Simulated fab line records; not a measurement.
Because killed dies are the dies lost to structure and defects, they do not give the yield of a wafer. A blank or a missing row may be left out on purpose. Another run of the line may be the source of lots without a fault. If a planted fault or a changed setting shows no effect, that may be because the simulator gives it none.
fab line records	flow sky130
record lots=7	wafers=21	last_day=50
route steps=708 shown METAL4@601 CAP2M@603
lots that met no fault: taken from a fault-free run of the same line
start_h: hours from the record's opening day to when the first of the lot's shown wafers began	wait_h: hours elapsed since this lot's preceding step	" as in the row above	L1.1+2: several wafers, shown together as one row	- either no value or no given start	* or withheld: withheld	< > ~ a bound
route shown NAME@n: NAME is a module with steps in the file, n the number in the route of the first one	usual: mean/standard deviation taken from wafers without a fault	same: alike in all rows	chamber/n: place in a boat	sites: the reading at each site	_std_site: standard deviation across them	_edge_site: outer sites' mean less inner sites'	radius_mm: for every site, how far away it sits from the centre of the wafer	mask NAME#n: copy n	behind: the last tool/chamber to shape the wafer	hold: why the lot was held/for how many hours/how that ended	device: the n, p or np transistor that did not switch	end of line: the route-end tests of the same wafers	a step without rows: its recipe alone	killed: at the first sort, the dies lost to defects and structure; wafer yield is something else	map: the dies of a wafer, with x for killed, . for not killed, _ for no die there
set.NAME: the run value of the setting; set.NAME@STEP: its run value at that earlier step	model.NAME: the simulator's own value behind a step, which no gauge read
a table for each step, a row for each wafer; lots at some steps of the route
services: a tool's chamber out of use, with start hour (start_h, from the record's first day; less than 0 if before it), hours out, and reason
## steps
# step SKY_METAL4_SPUTTER_03
# recipe material=Ti	target_thk_nm=5	power_w=3000	time_s=3.3	chamber_pressure_pa=0.4
# usual throttle_valve_pct=30.0/0.95
lot.wafer	tool	chamber	start_h	wait_h	throttle_valve_pct
L841.3	pvd_sputter-04	-	950.66	0.0	29.4
L841.4	"	-	"	"	31.6
L841.5	"	-	"	"	29.8
L847.2	pvd_sputter-02	-	989.77	0.0	29.0
L847.4	"	-	"	"	30.3
L847.6	"	-	"	"	30.1
L849.1	pvd_sputter-02	-	1004.26	0.0	29.5
L849.3	"	-	"	"	30.7
L849.6	"	-	"	"	30.3
L851.3	pvd_sputter-02	-	1009.09	0.0	30.3
L851.4	"	-	"	"	30.1
L851.6	"	-	"	"	29.5
L850.2	pvd_sputter-02	-	1010.61	0.0	30.1
L850.3	"	-	"	"	29.1
L850.6	"	-	"	"	30.0
L859.2	pvd_sputter-04	-	1077.05	0.0	28.3
L859.4	"	-	"	"	29.6
L859.6	"	-	"	"	28.4
L862.1	pvd_sputter-02	-	1086.74	0.0	29.4
L862.3	"	-	"	"	30.4
L862.6	"	-	"	"	30.3
# step SKY_METAL4_SPUTTER_04
# recipe material=TiN	target_thk_nm=70	power_w=6500	time_s=58.3	chamber_pressure_pa=0.4
# usual throttle_valve_pct=29.9/0.91
lot.wafer	tool	chamber	start_h	wait_h	throttle_valve_pct
L841.3	pvd_sputter-04	-	950.68	0.0	29.5
L841.4	"	-	"	"	31.7
L841.5	"	-	"	"	29.4
L847.2	pvd_sputter-02	-	989.79	0.0	28.7
L847.4	"	-	"	"	30.0
L847.6	"	-	"	"	30.3
L849.1	pvd_sputter-02	-	1004.28	0.0	29.3
L849.3	"	-	"	"	30.4
L849.6	"	-	"	"	30.0
L851.3	pvd_sputter-02	-	1009.11	0.0	30.2
L851.4	"	-	"	"	30.1
L851.6	"	-	"	"	29.1
L850.2	pvd_sputter-02	-	1010.63	0.0	30.3
L850.3	"	-	"	"	29.1
L850.6	"	-	"	"	30.2
L859.2	pvd_sputter-04	-	1077.07	0.0	28.6
L859.4	"	-	"	"	29.6
L859.6	"	-	"	"	28.4
L862.1	pvd_sputter-02	-	1086.76	0.0	29.4
L862.3	"	-	"	"	30.2
L862.6	"	-	"	"	30.1
# step SKY_CAP2M_CVD_00
# recipe material=SiO2	target_thk_nm=15.5	temp_c=400	time_s=withheld	rf_w=450
# usual heater_power_w=733/100	susceptor_temp_C=399.98/0.21
lot.wafer	tool	chamber	start_h	wait_h	heater_power_w	susceptor_temp_C
L841.3	pecvd-03	2	950.73	0.0	722	399.89
L841.4	"	0	"	"	908	399.99
L841.5	"	1	"	"	632	400.03
L847.2	pecvd-04	0	989.84	0.0	692	400.04
L847.4	"	0	"	"	717	399.72
L847.6	"	2	"	"	701	399.83
L849.1	pecvd-02	2	1004.33	0.0	872	400.03
L849.3	"	0	"	"	663	400.09
L849.6	"	1	"	"	728	399.77
L851.3	pecvd-04	2	1009.17	0.0	650	400.25
L851.4	"	0	"	"	754	399.87
L851.6	"	2	"	"	647	400.15
L850.2	pecvd-02	2	1010.68	0.0	870	399.96
L850.3	"	0	"	"	655	400.30
L850.6	"	1	"	"	787	399.92
L859.2	pecvd-03	1	1077.12	0.0	576	399.94
L859.4	"	1	"	"	570	400.38
L859.6	"	0	"	"	891	400.02
L862.1	pecvd-03	2	1086.81	0.0	871	400.13
L862.3	"	1	"	"	524	399.99
L862.6	"	1	"	"	522	399.85
# step SKY_CAP2M_THK_MEAS_01
# recipe reads=SiO2_of_CAP2M_CVD_00
# usual CAP2M_CVD_00_THK=15.45/0.22
lot.wafer	tool	chamber	start_h	wait_h	CAP2M_CVD_00_THK[nm]
L841.3	film_metro-03	-	950.77	-	15.50
L841.4	"	-	"	"	15.53
L841.5	"	-	"	"	15.75
L847.2	film_metro-02	-	989.87	-	15.25
L847.4	"	-	"	"	15.35
L847.6	"	-	"	"	15.37
L849.1	film_metro-02	-	1004.35	-	15.46
L849.3	"	-	"	"	15.27
L849.6	"	-	"	"	15.38
L851.3	film_metro-03	-	1009.21	-	15.64
L851.4	"	-	"	"	15.62
L851.6	"	-	"	"	15.74
L850.2	film_metro-03	-	1010.71	-	15.39
L850.3	"	-	"	"	14.93
L850.6	"	-	"	"	15.22
L859.2	film_metro-03	-	1077.15	-	15.16
L859.4	"	-	"	"	15.49
L859.6	"	-	"	"	15.47
L862.1	film_metro-01	-	1086.83	-	15.29
L862.3	"	-	"	"	15.38
L862.6	"	-	"	"	15.40
# step SKY_CAP2M_SPUTTER_02
# recipe material=TiN	target_thk_nm=200	temp_c=300	power_w=6500	time_s=166.7	chamber_pressure_pa=0.4
# usual susceptor_temp_C=299.99/0.19	throttle_valve_pct=29.6/1
lot.wafer	tool	chamber	start_h	wait_h	susceptor_temp_C	throttle_valve_pct
L841.3	pvd_sputter-01	-	950.81	0.0	299.80	28.0
L841.4	"	-	"	"	300.08	29.9
L841.5	"	-	"	"	300.06	30.2
L847.2	pvd_sputter-01	-	989.92	0.0	299.66	27.8
L847.4	"	-	"	"	300.04	29.7
L847.6	"	-	"	"	299.52	29.4
L849.1	pvd_sputter-04	-	1004.41	0.1	299.81	29.5
L849.3	"	-	"	"	299.96	28.3
L849.6	"	-	"	"	300.19	28.3
L851.3	pvd_sputter-01	-	1009.25	0.0	299.88	27.8
L851.4	"	-	"	"	299.90	29.4
L851.6	"	-	"	"	300.18	29.9
L850.2	pvd_sputter-04	-	1010.76	0.0	299.89	31.7
L850.3	"	-	"	"	299.92	29.7
L850.6	"	-	"	"	299.99	30.1
L859.2	pvd_sputter-01	-	1077.20	0.0	300.00	29.4
L859.4	"	-	"	"	299.94	29.8
L859.6	"	-	"	"	300.13	30.0
L862.1	pvd_sputter-04	-	1086.89	0.1	300.02	28.1
L862.3	"	-	"	"	300.17	31.8
L862.6	"	-	"	"	300.03	30.2
# step SKY_CAP2M_RS_MEAS_03
# recipe thk_meas_gauge=four-point-probe	reads=TiN_of_CAP2M_SPUTTER_02
# usual CAP2M_TIN_RS=6.90/0.062
lot.wafer	tool	chamber	start_h	wait_h	CAP2M_TIN_RS[ohm/sq]
L841.3	film_metro-02	-	950.96	0.1	6.97
L841.4	"	-	"	"	6.89
L841.5	"	-	"	"	6.87
L847.2	film_metro-01	-	990.05	0.1	6.91
L847.4	"	-	"	"	6.86
L847.6	"	-	"	"	6.87
L849.1	film_metro-03	-	1004.52	0.1	6.82
L849.3	"	-	"	"	6.79
L849.6	"	-	"	"	6.81
L851.3	film_metro-03	-	1009.40	0.1	6.95
L851.4	"	-	"	"	6.97
L851.6	"	-	"	"	6.93
L850.2	film_metro-02	-	1010.89	0.1	6.85
L850.3	"	-	"	"	6.86
L850.6	"	-	"	"	6.89
L859.2	film_metro-03	-	1077.33	0.1	6.92
L859.4	"	-	"	"	6.89
L859.6	"	-	"	"	6.89
L862.1	film_metro-03	-	1087.00	0.1	6.84
L862.3	"	-	"	"	6.89
L862.6	"	-	"	"	6.90
# step SKY_CAP2M_THK_MEAS_04
# recipe thk_meas_gauge=xrf	reads=TiN_of_CAP2M_SPUTTER_02
# usual CAP2M_TIN_THK=199.5/2
lot.wafer	tool	chamber	start_h	wait_h	CAP2M_TIN_THK[nm]
L841.3	film_metro-02	-	951.06	0.1	197.1
L841.4	"	-	"	"	199.1
L841.5	"	-	"	"	199.4
L847.2	film_metro-01	-	990.16	0.1	198.3
L847.4	"	-	"	"	200.3
L847.6	"	-	"	"	199.7
L849.1	film_metro-03	-	1004.64	0.1	201.8
L849.3	"	-	"	"	203.4
L849.6	"	-	"	"	202.1
L851.3	film_metro-03	-	1009.50	0.1	200.1
L851.4	"	-	"	"	198.4
L851.6	"	-	"	"	198.7
L850.2	film_metro-02	-	1011.00	0.1	200.7
L850.3	"	-	"	"	200.3
L850.6	"	-	"	"	199.1
L859.2	film_metro-03	-	1077.44	0.1	199.9
L859.4	"	-	"	"	201.2
L859.6	"	-	"	"	201.5
L862.1	film_metro-03	-	1087.12	0.1	202.7
L862.3	"	-	"	"	200.1
L862.6	"	-	"	"	200.1
# step SKY_CAP2M_DEHYDRATE_05
# recipe temp_c=200	time_s=60
# step SKY_CAP2M_HMDS_06
# recipe prime_time_s=60	prime_temp_c=120
# step SKY_CAP2M_COAT_07
# recipe resist=NOVOLAK	spin_rpm=3000	resist_thk_nm=1140
# step SKY_CAP2M_SOFTBAKE_08
# recipe temp_c=90	time_s=60	resist=NOVOLAK
# step SKY_CAP2M_EXPOSE_09
# recipe mask_id=CAP2M	na=0.6	source_shape=conventional	sigma_outer=0.6	polarization=unpolarized	target_cd_nm=1000	dose_mj=159
# step SKY_CAP2M_PEB_10
# recipe temp_c=withheld	time_s=*	resist=NOVOLAK
# usual chill_plate_temp_C=*	exhaust_pa=45.1/0.93
lot.wafer	tool	chamber	start_h	wait_h	chill_plate_temp_C	exhaust_pa
L841.3	litho_track-03	0	974.58	-	*	44.1
L841.4	"	0	"	"	*	44.1
L841.5	"	0	"	"	*	44.4
L847.2	litho_track-02	0	1013.09	-	*	45.7
L847.4	"	0	"	"	*	43.6
L847.6	"	0	"	"	*	45.1
L849.1	litho_track-03	-	1026.88	-	-	-
L849.3	"	-	"	"	-	-
L849.6	"	-	"	"	-	-
L851.3	litho_track-02	-	1031.67	-	-	-
L851.4	"	-	"	"	-	-
L851.6	"	-	"	"	-	-
L850.2	litho_track-03	-	1033.46	-	-	-
L850.3	"	-	"	"	-	-
L850.6	"	-	"	"	-	-
L859.2	litho_track-02	0	1096.50	-	*	44.0
L859.4	"	0	"	"	*	44.9
L859.6	"	0	"	"	*	45.5
L862.1	litho_track-01	0	1106.42	-	*	44.4
L862.3	"	0	"	"	*	46.2
L862.6	"	0	"	"	*	45.6
# step SKY_CAP2M_DEVELOP_11
# recipe resist=NOVOLAK	developer=TMAH	develop_time_s=60	dev_temp_c=23
## services
tool	chamber	start_h	hours	kind
pecvd-02	1	933.60	5.5	scheduled_down
pvd_sputter-04	-	942.86	2.5	repair
pvd_sputter-01	-	962.70	3.1	repair
pecvd-03	-	980.38	0.5	repair
pecvd-04	1	999.38	-	clean
pecvd-04	1	999.38	-	consumable_replace:showerhead
pecvd-04	1	999.38	29.0	scheduled_down
pecvd-04	1	999.38	29.0	vent_cycle
pecvd-03	-	1001.78	14.6	pm
pvd_sputter-04	-	1036.50	5.6	repair
pecvd-02	2	1043.41	5.5	scheduled_down
pecvd-02	0	1048.87	5.5	scheduled_down
pvd_sputter-01	-	1051.63	1.2	repair
pecvd-02	-	1059.46	6.0	pm
pecvd-03	2	1060.87	5.5	scheduled_down
pvd_sputter-02	-	1065.20	1.7	repair
pecvd-04	0	1069.19	5.5	scheduled_down
pecvd-02	-	1069.73	4.4	repair
pecvd-02	-	1073.35	2.5	repair
pvd_sputter-01	-	1101.81	2.2	repair
pecvd-03	2	1102.98	2.1	scheduled_down
## key
first_sign step=SKY_CAP2M_PEB_10	reading=tool_record	direction=missing
effect none on later readings
met_at SKY_CAP2M_PEB_10
struck_wafers L849.1,L849.3,L849.6,L850.2,L850.3,L850.6,L851.3,L851.4,L851.6
sort_left_out L849.1,L849.3,L849.6,L850.2,L850.3,L850.6,L851.3,L851.4,L851.6
onset_between 1013.09 1026.88
fault kind=skipped_step_whole	tool=litho_track-02,litho_track-03	chamber=-	onset_h=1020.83	steps=SKY_CAP2M_PEB_10	scope=struck_lots_only
# sort_left_out: the simulated sort isn't trusted on such a fault, so these wafers' sort isn't shown, and their yield isn't known
